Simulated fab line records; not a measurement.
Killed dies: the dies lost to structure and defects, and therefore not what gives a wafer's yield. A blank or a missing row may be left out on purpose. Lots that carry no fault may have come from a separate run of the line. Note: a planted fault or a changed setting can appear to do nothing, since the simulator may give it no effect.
Which of the tools did it?	flow gf180mcu	13 lots, 39 wafers sampled, at 5 steps of a route of 602

## WHAT THE GAUGES SHOWED, per wafer
GF_V3_BOW_MEAS_05.
lot	measured	on	V3_BOW (um)
L437	day 21 20:42	film-metro-04	112 114 111
L439	day 22 05:24	film-metro-04	122 103 122
L441	day 22 15:49	film-metro-04	117 115 117
L445	day 24 04:30	film-metro-04	119 107 119
L446	day 24 12:10	film-metro-02	121 122 113
L448	day 25 04:50	film-metro-02	110 99 97
L449	day 25 05:16	film-metro-02	129 137 125
L450	day 26 04:40	film-metro-03	123 116 119
L455	day 28 05:24	film-metro-02	127 122 118
L456	day 28 06:04	film-metro-02	116 124 129
L458	day 28 15:02	film-metro-04	110 118 113
L457	day 28 23:07	film-metro-02	116 124 113
L459	day 29 03:53	film-metro-03	117 117 130

GF_V3_CD_MEAS_14: the cd target is 260 nm.
lot	measured	on	cd-nm (nm)
L437	day 22 19:57	cd-sem-01	261.0 260.9 259.7
L439	day 23 04:57	cd-sem-02	260.1 260.5 259.7
L441	day 23 14:33	cd-sem-02	262.0 261.5 261.6
L445	day 25 02:58	cd-sem-01	260.1 259.5 259.5
L446	day 25 09:46	cd-sem-01	261.7 261.1 262.2
L448	day 26 02:20	cd-sem-02	258.1 258.2 257.7
L449	day 26 02:40	cd-sem-01	259.0 258.7 259.0
L450	day 27 02:14	cd-sem-02	261.2 261.5 261.6
L455	day 29 01:39	cd-sem-01	259.8 260.7 259.1
L456	day 29 02:05	cd-sem-01	261.7 261.0 261.5
L458	day 29 10:51	cd-sem-01	261.6 261.5 260.4
L457	day 29 17:39	cd-sem-01	259.5 259.9 259.2
L459	day 29 23:02	cd-sem-01	261.7 259.9 262.2

GF_V3_RS_MEAS_24: uses a four-point probe to measure.
lot	measured	on	V3_W_RS (ohm/sq)
L437	day 22 20:59	film-metro-04	0.330 0.330 0.331
L439	day 23 05:59	film-metro-02	0.336 0.331 0.331
L441	day 23 15:35	film-metro-03	0.323 0.328 0.329
L445	day 25 04:00	film-metro-03	0.331 0.333 0.331
L446	day 25 10:48	film-metro-03	0.330 0.327 0.328
L448	day 26 03:22	film-metro-02	0.335 0.338 0.331
L449	day 26 03:42	film-metro-04	0.334 0.332 0.335
L450	day 27 03:17	film-metro-04	0.329 0.331 0.331
L455	day 29 02:41	film-metro-04	0.327 0.326 0.326
L456	day 29 03:07	film-metro-03	0.333 0.330 0.333
L458	day 29 11:55	film-metro-03	0.334 0.331 0.332
L457	day 29 18:41	film-metro-02	0.331 0.333 0.335
L459	day 30 00:10	film-metro-03	0.332 0.331 0.329

GF_M4_CD_MEAS_14: the cd target is 280 nm.
lot	measured	on	cd-nm (nm)
L437	day 23 20:23	cd-sem-01	280.6 280.3 278.7
L439	day 24 05:11	cd-sem-01	281.1 281.2 280.6
L441	day 24 14:00	cd-sem-01	279.6 281.4 281.2
L445	day 26 01:23	cd-sem-01	279.4 278.6 279.8
L446	day 26 08:34	cd-sem-01	282.8 281.3 280.6
L448	day 27 01:02	cd-sem-02	290.2 291.5 290.5 290.1 291.6 290.4
L449	day 27 01:26	cd-sem-02	289.7 289.4 290.1 289.4 288.6 290.4
L450	day 28 00:29	cd-sem-01	281.5 282.6 283.1
L455	day 29 22:32	cd-sem-01	279.5 278.1 279.2
L456	day 29 22:39	cd-sem-02	281.9 281.4 280.8
L458	day 30 07:45	cd-sem-02	280.1 279.6 279.5
L457	day 30 13:03	cd-sem-01	281.2 280.5 280.6
L459	day 30 18:35	cd-sem-02	280.5 280.3 281.7

## EACH LOT AND THE TOOL THAT RAN IT (in order: tool; ch and the chambers of the sampled wafers; start)
lot	GF_M4_SOFTBAKE_10
L437	litho-track-03 ch 0, day 23 08:56
L439	litho-track-03 ch 0, day 23 17:53
L441	litho-track-04 ch 0, day 24 03:29
L445	litho-track-03 ch 0, day 25 15:23
L446	litho-track-02 ch 0, day 25 22:26
L448	litho-track-03 ch 0, day 26 14:17
L449	litho-track-03 ch 0, day 26 14:51
L450	litho-track-04 ch 0, day 27 14:05
L455	litho-track-03 ch 0, day 29 12:32
L456	litho-track-03 ch 0, day 29 13:08
L458	litho-track-04 ch 0, day 29 22:13
L457	litho-track-03 ch 0, day 30 04:30
L459	litho-track-04 ch 0, day 30 09:50
- GF_M4_SOFTBAKE_10: time 60 s.

## WHAT THE TOOLS THEMSELVES READ (means of the sampled wafers that have a number; where no wafer has one, the mark that the record gives instead)
GF_M4_SOFTBAKE_10.
lot	tool	heater-power-total-W (W)	plate-temp-C (C)
L437	litho-track-03	93.12	130.24
L439	litho-track-03	93.04	130.27
L441	litho-track-04	93.06	129.81
L445	litho-track-03	93.11	130.05
L446	litho-track-02	92.97	130.00
L448	litho-track-03	89.02	125.60
L449	litho-track-03	89.04	125.78
L450	litho-track-04	93.03	130.08
L455	litho-track-03	93.01	130.15
L456	litho-track-03	93.02	129.84
L458	litho-track-04	93.03	129.94
L457	litho-track-03	93.07	129.76
L459	litho-track-04	93.01	130.21

## THE ANSWER, worked out from the rows above alone
Rule: usual is defined by the lots themselves. Put in order of their means at a reading, lots are off if they are a third of the lots or fewer, leave a main group of 4 or more, and stand apart from it by a gap of 3 or more times the standard deviation of the main group's means; of several such gaps the widest counts. A main group whose means are all the same, to the digits that the tables above print for the reading, isn't used. A lot without any number at a reading at which 4 lots or more have one is off too. The other lots that the step has rows for count as sound. The gauges are gone through in route order, then the tools' own readings, and for those a lot's mean is taken as printed above. The first step at which some lot is off is used, and at that step the reading that is off furthest; a lot without a number counts as furthest.
Off, at GF_M4_CD_MEAS_14 on cd-nm: L448, L449. For the main group the mean is 280.6 nm and the standard deviation 0.99.
If a tool, at a process step before that reading, ran all the lots that are off and no sound lot after the first of them, it fits. The gauges at GF_M4_CD_MEAS_14 aren't tried: what is off there is off at GF_M4_SOFTBAKE_10 too, on other tools, and a gauge's error can't cause that. No candidate that was tried fits.

## WHAT WAS PUT IN BY THE SIMULATOR
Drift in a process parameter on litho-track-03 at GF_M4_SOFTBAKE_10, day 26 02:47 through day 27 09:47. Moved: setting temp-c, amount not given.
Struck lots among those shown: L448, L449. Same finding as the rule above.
